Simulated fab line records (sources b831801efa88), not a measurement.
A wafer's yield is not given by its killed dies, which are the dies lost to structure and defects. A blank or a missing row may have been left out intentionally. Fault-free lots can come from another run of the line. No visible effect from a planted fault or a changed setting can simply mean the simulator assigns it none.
Which tool was responsible? + flow gf180mcu + 36 wafers from 12 lots sampled at 5 of the route's 602 steps

WHAT EACH GAUGE READ, for each wafer
GF_M4_CD_MEAS_14 targets a cd of 280 nm. Usual: cd nm 280.1 nm, standard deviation 1.
| lot  | measured     | on        | cd nm (nm)        | flag |
|------|--------------|-----------|-------------------|------|
| L393 | day 23 22:37 | cd sem-01 | 278.3 280.5 279.1 |      |
| L395 | day 24 12:56 | cd sem-01 | 279.1 279.1 278.7 |      |
| L398 | day 25 14:28 | cd sem-01 | 279.6 281.7 281.8 |      |
| L399 | day 25 19:02 | cd sem-01 | 279.9 278.3 279.4 |      |
| L400 | day 26 05:53 | cd sem-01 | 279.9 280.8 278.8 |      |
| L401 | day 26 18:10 | cd sem-01 | 279.9 278.3 278.6 |      |
| L402 | day 26 23:07 | cd sem-01 | 281.3 280.0 280.2 |      |
| L406 | day 28 09:19 | cd sem-01 | 279.6 279.1 280.0 |      |
| L409 | day 29 00:02 | cd sem-01 | 279.4 280.2 279.4 |      |
| L412 | day 29 20:10 | cd sem-02 | 281.7 281.7 281.9 |      |
| L413 | day 30 04:25 | cd sem-01 | 279.2 277.8 278.2 |      |
| L415 | day 30 14:57 | cd sem-02 | 280.3 278.7 279.8 |      |

GF_V4_THK_MEAS_01. Usual: V4_CVD_00_THK 600 nm, standard deviation 5.5.
| lot  | measured     | on            | V4_CVD_00_THK (nm)      | flag |
|------|--------------|---------------|-------------------------|------|
| L393 | day 23 23:29 | film metro-03 | 598 604 597             |      |
| L395 | day 24 13:55 | film metro-01 | 588 600 603             |      |
| L398 | day 25 15:40 | film metro-01 | 600 608 605             |      |
| L399 | day 25 20:02 | film metro-04 | 603 601 601             |      |
| L400 | day 26 06:53 | film metro-04 | 601 597 606             |      |
| L401 | day 26 19:02 | film metro-03 | 604 606 598             |      |
| L402 | day 27 00:00 | film metro-01 | 602 601 605             |      |
| L406 | day 28 10:12 | film metro-01 | 510 511 517 510 510 516 | OFF  |
| L409 | day 29 01:14 | film metro-01 | 513 507 511 512 507 511 | OFF  |
| L412 | day 29 21:03 | film metro-01 | 599 607 600             |      |
| L413 | day 30 05:18 | film metro-01 | 596 601 595             |      |
| L415 | day 30 15:49 | film metro-01 | 588 590 592             |      |

EACH LOT AND THE TOOL THAT RAN IT (in order: tool; ch and the chambers of the sampled wafers; start)
| lot  | GF_V3_SPUTTER_22             | GF_M4_SPUTTER_03             | GF_V4_CVD_00                     |
|------|------------------------------|------------------------------|----------------------------------|
| L393 | pvd sputter-01, day 22 23:01 | pvd sputter-04, day 22 23:49 | hdpcvd-01 ch 0,1,2, day 23 23:24 |
| L395 | pvd sputter-03, day 23 13:17 | pvd sputter-04, day 23 14:04 | hdpcvd-02 ch 0,2, day 24 13:50   |
| L398 | pvd sputter-03, day 24 16:45 | pvd sputter-02, day 24 17:33 | hdpcvd-01 ch 0,1,2, day 25 15:34 |
| L399 | pvd sputter-03, day 24 20:30 | pvd sputter-02, day 24 21:37 | hdpcvd-01 ch 0,2, day 25 19:56   |
| L400 | pvd sputter-02, day 25 08:35 | pvd sputter-04, day 25 09:23 | hdpcvd-02 ch 0,2, day 26 06:49   |
| L401 | pvd sputter-03, day 25 20:00 | pvd sputter-03, day 25 20:53 | hdpcvd-01 ch 1,2, day 26 18:57   |
| L402 | pvd sputter-01, day 26 00:59 | pvd sputter-03, day 26 01:46 | hdpcvd-02 ch 0,1,2, day 26 23:55 |
| L406 | pvd sputter-01, day 27 12:16 | pvd sputter-02, day 27 13:03 | hdpcvd-02 ch 1,2, day 28 10:07   |
| L409 | pvd sputter-03, day 28 03:37 | pvd sputter-04, day 28 04:25 | hdpcvd-02 ch 0,1,2, day 29 01:10 |
| L412 | pvd sputter-01, day 29 00:07 | pvd sputter-04, day 29 00:56 | hdpcvd-01 ch 0,1,2, day 29 20:58 |
| L413 | pvd sputter-03, day 29 08:32 | pvd sputter-02, day 29 09:59 | hdpcvd-01 ch 0,1,2, day 30 05:13 |
| L415 | pvd sputter-02, day 29 19:49 | pvd sputter-04, day 29 20:37 | hdpcvd-01 ch 1,2, day 30 15:45   |
- GF_V3_SPUTTER_22: material TiN, target thk 10 nm, time 40 s.
- GF_M4_SPUTTER_03: material Ti, target thk 10 nm, time 6.7 s.
- GF_V4_CVD_00: deposits SiO2, target thk 600 nm, time 100 s.

AS READ BY THE TOOLS THEMSELVES (means over the sampled wafers that have a number; for cases with no such wafer, the mark the record gives instead)
GF_V3_SPUTTER_22. Usual: chamber pressure pa 4.999 Pa, standard deviation 0.01; throttle valve pct 30.5 %, standard deviation 0.74.
| lot  | tool           | chamber pressure pa (Pa) | throttle valve pct (%) | flag |
|------|----------------|--------------------------|------------------------|------|
| L393 | pvd sputter-01 | 5.005                    | 30.7                   |      |
| L395 | pvd sputter-03 | 4.989                    | 30.4                   |      |
| L398 | pvd sputter-03 | 4.998                    | 30.7                   |      |
| L399 | pvd sputter-03 | 4.995                    | 30.7                   |      |
| L400 | pvd sputter-02 | 4.999                    | 30.2                   |      |
| L401 | pvd sputter-03 | 5.005                    | 30.5                   |      |
| L402 | pvd sputter-01 | 4.993                    | 30.3                   |      |
| L406 | pvd sputter-01 | 4.992                    | 30.0                   |      |
| L409 | pvd sputter-03 | 5.002                    | 29.9                   |      |
| L412 | pvd sputter-01 | 4.997                    | 30.5                   |      |
| L413 | pvd sputter-03 | 4.994                    | 30.8                   |      |
| L415 | pvd sputter-02 | 4.997                    | 30.3                   |      |

GF_M4_SPUTTER_03. Usual: chamber pressure pa 0.3000 Pa, standard deviation 0.00065; throttle valve pct 30.5 %, standard deviation 1.4.
| lot  | tool           | chamber pressure pa (Pa) | throttle valve pct (%) | flag |
|------|----------------|--------------------------|------------------------|------|
| L393 | pvd sputter-04 | 0.2999                   | 30.0                   |      |
| L395 | pvd sputter-04 | 0.3001                   | 29.8                   |      |
| L398 | pvd sputter-02 | 0.3002                   | 30.8                   |      |
| L399 | pvd sputter-02 | 0.3002                   | 30.7                   |      |
| L400 | pvd sputter-04 | 0.3004                   | 29.9                   |      |
| L401 | pvd sputter-03 | 0.3007                   | 30.7                   |      |
| L402 | pvd sputter-03 | 0.3003                   | 30.3                   |      |
| L406 | pvd sputter-02 | 0.2998                   | 30.4                   |      |
| L409 | pvd sputter-04 | 0.3001                   | 31.4                   |      |
| L412 | pvd sputter-04 | 0.3007                   | 31.1                   |      |
| L413 | pvd sputter-02 | 0.2998                   | 31.9                   |      |
| L415 | pvd sputter-04 | 0.3003                   | 30.3                   |      |

GF_V4_CVD_00. Usual: sih4 flow sccm 59.98 sccm, standard deviation 0.18.
| lot  | tool      | sih4 flow sccm (sccm) | flag |
|------|-----------|-----------------------|------|
| L393 | hdpcvd-01 | 59.88                 |      |
| L395 | hdpcvd-02 | 59.84                 |      |
| L398 | hdpcvd-01 | 60.08                 |      |
| L399 | hdpcvd-01 | 60.02                 |      |
| L400 | hdpcvd-02 | 60.02                 |      |
| L401 | hdpcvd-01 | 59.94                 |      |
| L402 | hdpcvd-02 | 59.87                 |      |
| L406 | hdpcvd-02 | 50.99                 | OFF  |
| L409 | hdpcvd-02 | 51.06                 | OFF  |
| L412 | hdpcvd-01 | 60.06                 |      |
| L413 | hdpcvd-01 | 60.08                 |      |
| L415 | hdpcvd-01 | 60.03                 |      |

THE ANSWER, worked out from the rows above alone
Rule: lot off if the mean of its wafers having a number is beyond 3 standard deviations from the usual mean. Also off: a lot with no number at a reading for which 4 or more lots have one. The other lots that the step has rows for count as sound. After the gauges, taken in route order, come the tools' own readings; for these a lot's mean is taken, as printed above. At the first step where some lot is off, the reading lying furthest off is the one used; lots without a number count as furthest.
Off: L406, L409, at GF_V4_THK_MEAS_01 (V4_CVD_00_THK).
A tool fits if, at a process step before that reading, it ran every lot that is off, and no sound lot after the first of them. The gauges at GF_V4_THK_MEAS_01 aren't tried: what is off there is off at GF_V4_CVD_00 too, on other tools, and a gauge's error can't cause that. One fits: hdpcvd-02 at GF_V4_CVD_00. A fault onset in the window from L402 (day 26 23:55, its last sound lot) to L406 (day 28 10:07, its first lot off) fits.
On the lots that are off, the tool's own readings at GF_V4_CVD_00 differ by more than 5 times the standard deviation of the sound lots' means, which bears it out; sih4 flow sccm reads 51.03 sccm there versus 59.98 sccm on the sound lots.

WHAT THE SIMULATOR HAD PUT IN
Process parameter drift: hdpcvd-02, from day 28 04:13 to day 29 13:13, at GF_V4_CVD_00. Setting sih4 flow sccm, moved by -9, from 60. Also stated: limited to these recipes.
Shown lots that were struck: L406, L409. The rule given above showed the same thing.
